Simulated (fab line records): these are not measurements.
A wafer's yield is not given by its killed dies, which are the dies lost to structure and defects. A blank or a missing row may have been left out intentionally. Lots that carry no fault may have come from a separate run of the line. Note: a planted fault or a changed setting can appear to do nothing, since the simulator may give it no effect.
fab line records	flow sky130
record lots=5	wafers=15	last-day=50
route steps=708 shown VIA4@649 METAL5@661 PAD_OPEN@708
lots with no fault: from the same line, run without faults
start-h: start of the lot's first displayed wafer, in hours after the record's first day	wait-h: hours from the lot's prior step to this one	" same as the row above	L1.1+2: several wafers, shown together as one row	- no value present, or no start provided	* or withheld: withheld	< > ~ a bound
route shown NAME@n: a module of which the file shows steps, and the number in the route of the first	usual: mean and standard deviation over wafers with no fault	same: alike in all rows	chamber/n: place in a boat	sites: the reading at each site	_std_site: the standard deviation of these	_edge_site: the outer-site mean with the inner-site mean subtracted	radius-mm: how far each site lies from the wafer's centre	mask NAME#n: copy n	behind: the most recent tool/chamber to have shaped the wafer	hold: why the lot was held/for how many hours/how that ended	device: the n, p or np transistor that did not switch	end of line: the tests these same wafers got at the end of their route	a step without rows: its recipe alone	killed: dies lost to structure and defects at the first sort, not the wafer's yield	map: dies across one wafer; x = killed, . = not, _ = none there
set.NAME: setting as actually run; set.NAME@STEP: the setting as run at that earlier step	model.NAME: the simulator's own value behind a step, which no gauge read
lots seen at some steps along the route; tables by step, rows by wafer
services: a tool's chamber out of use, with start hour (start-h, from the record's first day; less than 0 if before it), hours out, and reason
## steps
# step SKY_VIA4_DEVELOP_10
# recipe resist=NOVOLAK	developer=TMAH	develop-time-s=60	dev-temp-c=23
# step SKY_VIA4_OVL_MEAS_11
# usual VIA4_OVL=0.8/1.5
lot.wafer	tool	chamber	start-h	wait-h	VIA4_OVL[nm]
L708.1	overlay-02	-	1025.62	0.1	0.9
L708.3	"	-	"	"	-0.8
L708.5	"	-	"	"	-1.2
L711.2	overlay-01	-	1055.01	0.1	1.1
L711.4	"	-	"	"	1.3
L711.5	"	-	"	"	1.8
L714.1	overlay-02	-	1061.65	0.1	3.1
L714.2	"	-	"	"	1.0
L714.4	"	-	"	"	1.9
L723.2	overlay-02	-	1115.63	0.1	0.8
L723.5	"	-	"	"	0.8
L723.6	"	-	"	"	0.1
L727.3	overlay-02	-	1133.65	0.1	0.7
L727.4	"	-	"	"	0.1
L727.6	"	-	"	"	-0.3
# step SKY_VIA4_ETCH_12
# recipe target=SiO2	chemistry=C4F8/O2/Ar	stop-on=TiN	mask-material=NOVOLAK	source-w=1500	bias-w=1200	pressure-mtorr=40	c4f8-flow-sccm=withheld	O2_flow_sccm=6	Ar_flow_sccm=300	time-s=withheld	target-depth-a=5800
# step SKY_VIA4_STRIP_13
# recipe chemistry=O2/N2	power-w=1400	pressure-mtorr=1500	platen-temp-c=withheld	o2-flow-sccm=3000	n2-flow-sccm=300	overash-fraction=0.5
# usual drypump-motor-current-A=5.5/0.34	oes-product-au=0.709/0.0046	strip-time-to-endpoint-s=12.801/0.027
lot.wafer	tool	chamber	start-h	wait-h	drypump-motor-current-A	oes-product-au	rf-hours-counter-h	strip-time-to-endpoint-s
L708.1	plasma-asher-01	1	1025.73	-	5.5	0.703	61	12.838
L708.3	"	0	"	"	5.1	0.709	-	12.843
L708.5	"	0	"	"	5.1	0.705	-	12.781
L711.2	plasma-asher-02	1	1055.11	-	5.1	0.712	29	12.769
L711.4	"	1	"	"	5.1	0.702	-	12.801
L711.5	"	1	"	"	5.2	0.707	-	12.823
L714.1	plasma-asher-02	1	1061.76	-	5.2	0.704	30	12.818
L714.2	"	0	"	"	5.7	0.705	30	12.795
L714.4	"	0	"	"	5.6	0.714	-	12.810
L723.2	plasma-asher-01	1	1115.73	-	5.6	0.707	68	12.830
L723.5	"	1	"	"	5.5	0.716	-	12.773
L723.6	"	0	"	"	5.1	0.713	-	12.830
L727.3	plasma-asher-02	0	1133.78	-	5.7	0.717	-	12.791
L727.4	"	1	"	"	5.2	0.706	-	12.772
L727.6	"	1	"	"	5.1	0.708	-	12.773
# step SKY_VIA4_STRIP_14
# recipe chemistry=post-etch-residue-remover	time-s=1200	temp-c=72.5
# step SKY_VIA4_CLEAN_15
# recipe chemistry=IPA	time-s=180	temp-c=25
# step SKY_VIA4_CLEAN_16
# recipe chemistry=O3/DIW	dry=n2-spin
# step SKY_VIA4_SPUTTER_17
# recipe material=TiN	target-thk-nm=20	chamber-pressure-pa=5	power-w=4000	time-s=80
# usual cathode-dc-power-W=4000.0/0.73	throttle-valve-pct=30.1/0.71
lot.wafer	tool	chamber	start-h	wait-h	cathode-dc-power-W	throttle-valve-pct
L708.1	pvd-sputter-04	-	1026.35	0.0	3999.5	30.3
L708.3	"	-	"	"	4000.6	28.8
L708.5	"	-	"	"	4001.7	31.0
L711.2	pvd-sputter-03	-	1055.71	0.0	4000.4	30.7
L711.4	"	-	"	"	4000.3	30.5
L711.5	"	-	"	"	4000.7	30.7
L714.1	pvd-sputter-01	-	1062.35	0.0	4000.0	30.7
L714.2	"	-	"	"	3998.3	28.8
L714.4	"	-	"	"	4000.1	29.5
L723.2	pvd-sputter-04	-	1116.37	0.0	3999.8	30.8
L723.5	"	-	"	"	3999.5	30.1
L723.6	"	-	"	"	4000.8	29.1
L727.3	pvd-sputter-03	-	1134.34	0.0	4001.0	30.5
L727.4	"	-	"	"	3999.8	30.5
L727.6	"	-	"	"	3999.4	30.0
# step SKY_VIA4_CVD_18
# recipe material=W	target-thk-nm=505	time-s=152.14	temp-c=400	pressure-torr=40
# usual heater-power-w=809/83
lot.wafer	tool	chamber	start-h	wait-h	heater-power-w
L708.1	cvd-w-01	1	1026.41	0.0	723
L708.3	"	0	"	"	831
L708.5	"	1	"	"	692
L711.2	cvd-w-02	0	1055.77	0.0	913
L711.4	"	0	"	"	899
L711.5	"	1	"	"	927
L714.1	cvd-w-01	0	1062.41	0.0	853
L714.2	"	1	"	"	711
L714.4	"	0	"	"	838
L723.2	cvd-w-01	0	1116.43	0.0	839
L723.5	"	1	"	"	720
L723.6	"	0	"	"	825
L727.3	cvd-w-01	1	1134.45	0.1	704
L727.4	"	0	"	"	826
L727.6	"	1	"	"	727
# step SKY_VIA4_RS_MEAS_19
# recipe thk-meas-gauge=four-point-probe	reads=W_of_VIA4_CVD_18+TiN_of_VIA4_SPUTTER_17
# usual VIA4_W_RS=0.2272/0.0023
lot.wafer	tool	chamber	start-h	wait-h	VIA4_W_RS[ohm/sq]
L708.1	film-metro-01	-	1026.56	0.1	0.2281
L708.3	"	-	"	"	0.2263
L708.5	"	-	"	"	0.2288
L711.2	film-metro-01	-	1055.94	0.1	0.2290
L711.4	"	-	"	"	0.2246
L711.5	"	-	"	"	0.2275
L714.1	film-metro-02	-	1062.56	0.1	0.2297
L714.2	"	-	"	"	0.2287
L714.4	"	-	"	"	0.2302
L723.2	film-metro-02	-	1116.60	0.1	0.2278
L723.5	"	-	"	"	0.2278
L723.6	"	-	"	"	0.2282
L727.3	film-metro-01	-	1134.60	0.1	0.2263
L727.4	"	-	"	"	0.2293
L727.6	"	-	"	"	0.2272
# step SKY_VIA4_THK_MEAS_20
# recipe thk-meas-gauge=xrf	reads=W_of_VIA4_CVD_18
# usual VIA4_W_THK=504/5.9
lot.wafer	tool	chamber	start-h	wait-h	VIA4_W_THK[nm]
L708.1	film-metro-01	-	1026.68	0.1	506
L708.3	"	-	"	"	512
L708.5	"	-	"	"	503
L711.2	film-metro-01	-	1056.05	0.1	504
L711.4	"	-	"	"	512
L711.5	"	-	"	"	505
L714.1	film-metro-02	-	1062.68	0.1	501
L714.2	"	-	"	"	506
L714.4	"	-	"	"	499
L723.2	film-metro-02	-	1116.71	0.1	503
L723.5	"	-	"	"	502
L723.6	"	-	"	"	501
L727.3	film-metro-01	-	1134.70	0.1	503
L727.4	"	-	"	"	496
L727.6	"	-	"	"	500
# step SKY_VIA4_CMP_21
# recipe stop-on=SiO2	t-overpolish-s=25	down-force-psi=3.5	platen-rpm=60	target-thk-nm=0	pad-velocity-m-s=0.94248
# usual head-pressure-psi=3.500/0.0075	motor-current-A=11.0/0.94	overpolish-run-s=25.000/0.0085	time-to-endpoint-s=122/4
lot.wafer	tool	chamber	start-h	wait-h	head-pressure-psi	motor-current-A	overpolish-run-s	time-to-endpoint-s
L708.1	cmp-01	2	1026.79	0.1	3.499	11.6	24.994	123
L708.3	"	0	"	"	3.500	11.4	24.992	123
L708.5	"	2	"	"	3.503	11.7	25.013	122
L711.2	cmp-01	2	1056.15	0.1	3.503	12.0	24.992	124
L711.4	"	3	"	"	3.493	9.3	24.997	126
L711.5	"	1	"	"	3.507	10.3	24.999	123
L714.2	cmp-02	3	1062.74	0.0	3.510	10.3	25.003	111
L714.1	"	1	"	"	3.490	11.8	24.980	112
L714.4	"	2	"	"	3.502	11.1	25.011	118
L723.2	cmp-01	3	1116.76	0.0	3.505	9.5	25.010	124
L723.6	"	3	"	"	3.501	9.5	25.006	124
L723.5	"	0	"	"	3.503	12.0	24.995	121
L727.4	cmp-01	1	1134.79	0.1	3.496	10.3	25.002	119
L727.3	"	3	"	"	3.497	9.1	24.988	121
L727.6	"	1	"	"	3.497	10.8	24.997	117
# step SKY_METAL5_SPUTTER_00
# recipe material=Ti	target-thk-nm=15	power-w=3000	time-s=10	chamber-pressure-pa=0.4
# usual cathode-dc-power-W=3000.0/0.57	throttle-valve-pct=29.9/0.81
lot.wafer	tool	chamber	start-h	wait-h	cathode-dc-power-W	throttle-valve-pct	model.Ti_of_METAL5_SPUTTER_00.thk-nm
L708.1	pvd-sputter-02	-	1027.04	0.2	3000.3	30.0	15.36
L708.3	"	-	"	"	2999.7	28.8	14.96
L708.5	"	-	"	"	3000.0	28.6	15.1
L711.2	pvd-sputter-04	-	1056.40	0.2	3000.5	28.8	15
L711.4	"	-	"	"	2999.2	30.2	15.08
L711.5	"	-	"	"	3000.8	29.8	15.18
L714.1	pvd-sputter-04	-	1063.04	0.1	2999.6	30.1	12.17
L714.2	"	-	"	"	3000.6	28.9	15.18
L714.4	"	-	"	"	3001.6	30.7	15.12
L723.2	pvd-sputter-02	-	1117.06	0.2	2999.8	29.8	15.07
L723.5	"	-	"	"	3000.2	30.2	14.96
L723.6	"	-	"	"	2999.9	30.3	14.87
L727.3	pvd-sputter-01	-	1135.06	0.1	3000.1	29.7	14.97
L727.4	"	-	"	"	2999.1	31.3	14.87
L727.6	"	-	"	"	3000.4	30.5	14.89
# step SKY_METAL5_SPUTTER_01
# recipe material=TiN	target-thk-nm=20	power-w=6500	time-s=16.7	chamber-pressure-pa=0.4
# usual cathode-dc-power-W=6500.1/1.2	throttle-valve-pct=29.9/0.83
lot.wafer	tool	chamber	start-h	wait-h	cathode-dc-power-W	throttle-valve-pct
L708.1	pvd-sputter-02	-	1027.07	0.0	6501.2	29.7
L708.3	"	-	"	"	6501.8	28.7
L708.5	"	-	"	"	6500.4	28.5
L711.2	pvd-sputter-04	-	1056.42	0.0	6501.2	28.9
L711.4	"	-	"	"	6499.8	30.1
L711.5	"	-	"	"	6499.4	30.2
L714.1	pvd-sputter-04	-	1063.07	0.0	6501.3	30.0
L714.2	"	-	"	"	6500.9	29.0
L714.4	"	-	"	"	6498.5	30.8
L723.2	pvd-sputter-02	-	1117.08	0.0	6500.6	30.0
L723.5	"	-	"	"	6499.9	30.1
L723.6	"	-	"	"	6500.0	30.5
L727.3	pvd-sputter-01	-	1135.08	0.0	6499.7	29.6
L727.4	"	-	"	"	6501.1	31.1
L727.6	"	-	"	"	6497.3	30.7
# step SKY_PAD_OPEN_PROBE_99
# usual defect-limited-yield=82.2/1.9	killed_at_M0_to_M3=43/6.5	killed_at_M4_up=3.5/1.9	killed-at-contacts=24/5.4	killed-at-front-end=16/4.8	killed-at-other=0.4/0.64	killed-dies=87/9.4	killed-open=47/7	killed-short=40/6.3	sort_bin_3_pad_short=0.9/0.4	sort_bin_5_function=10.5/1.4	sort_bin_6_memory=6.3/1.1	sort-n-pass=405/9.4	sort-yield-pct=82.2/1.9
# same gross-dies=492	killed-at-back-side=0	sort_bin_4_leakage[%]=0	sort_bin_8_speed[%]=0
lot.wafer	tool	chamber	start-h	wait-h	defect-limited-yield[%]	killed_at_M0_to_M3	killed_at_M4_up	killed-at-contacts	killed-at-front-end	killed-at-other	killed-dies	killed-open	killed-short	sort_bin_3_pad_short[%]	sort_bin_5_function[%]	sort_bin_6_memory[%]	sort-n-pass	sort-yield-pct[%]
L711.2	prober-01	-	1123.06	0.1	82.3	49	3	18	17	0	87	57	28	0.8	9.8	7.1	405	82.3
L711.4	prober-01	-	1123.16	0.2	80.5	46	5	17	28	0	96	50	44	1.0	11.4	7.1	396	80.5
L711.5	prober-01	-	1123.21	0.2	79.9	41	6	29	22	1	99	51	45	1.2	11.8	7.1	393	79.9
# killed by level:class
L711.2 CONTACT:geometric-particle:open=10 METAL1:geometric-particle:short=9 VIA1:geometric-particle:open=9 VIA3:geometric-particle:open=8 VIA2:geometric-particle:open=7 LI_CONTACT:geometric-particle:open=6 FIELD_ISO:geometric-particle:open=4 FIELD_ISO:geometric-particle:short=4
L711.4 VIA1:geometric-particle:open=11 FIELD_ISO:geometric-particle:open=8 CONTACT:geometric-particle:open=6 METAL2:geometric-particle:short=6 FIELD_ISO:geometric-particle:short=5 VIA1:geometric-particle:short=5 METAL1:geometric-particle:short=5 VIA3:geometric-particle:short=4
L711.5 CONTACT:geometric-particle:short=9 VIA2:geometric-particle:open=9 CONTACT:geometric-particle:open=8 VIA3:geometric-particle:open=8 FIELD_ISO:geometric-particle:open=7 METAL4:geometric-particle:short=6 POLY_GATE:geometric-particle:open=5 LI_CONTACT:geometric-particle:open=5
## services
tool	chamber	start-h	hours	kind
pvd-sputter-04	-	1005.31	0.9	repair
cvd-w-02	1	1005.81	16.1	repair
cvd-w-02	-	1006.29	1.4	repair
cvd-w-01	-	1011.43	1.9	repair
cmp-02	-	1014.51	2.5	repair
plasma-asher-01	-	1056.79	20.1	repair
cmp-02	-	1068.86	0.3	repair
cmp-01	-	1076.72	0.4	repair
cmp-01	-	1081.59	4.0	pm
plasma-asher-02	-	1082.03	0.9	repair
pvd-sputter-02	-	1084.25	1.9	repair
cmp-01	-	1085.59	-	consumable-replace:conditioner
cmp-01	-	1085.59	-	consumable-replace:pad
cmp-02	-	1091.41	5.5	repair
pvd-sputter-01	-	1097.50	1.3	repair
cmp-02	-	1101.00	1.1	repair
cvd-w-02	-	1114.77	6.0	pm
## key
first-sign none at tools or gauges
model-effect step=SKY_METAL5_SPUTTER_00	value=Ti_of_METAL5_SPUTTER_00.thk-nm	without=15.33	struck=12.17
met-at SKY_METAL5_SPUTTER_00
struck-wafers L714.1
onset-between 1056.40 1063.04
fault kind=process-parameter-drift	tool=pvd-sputter-04	chamber=-	onset-h=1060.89	steps=SKY_METAL5_SPUTTER_00	channel=time-s	offset=*	shape=step	end-h=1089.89	acts-in=*	stated=*	scope=struck-wafers-only
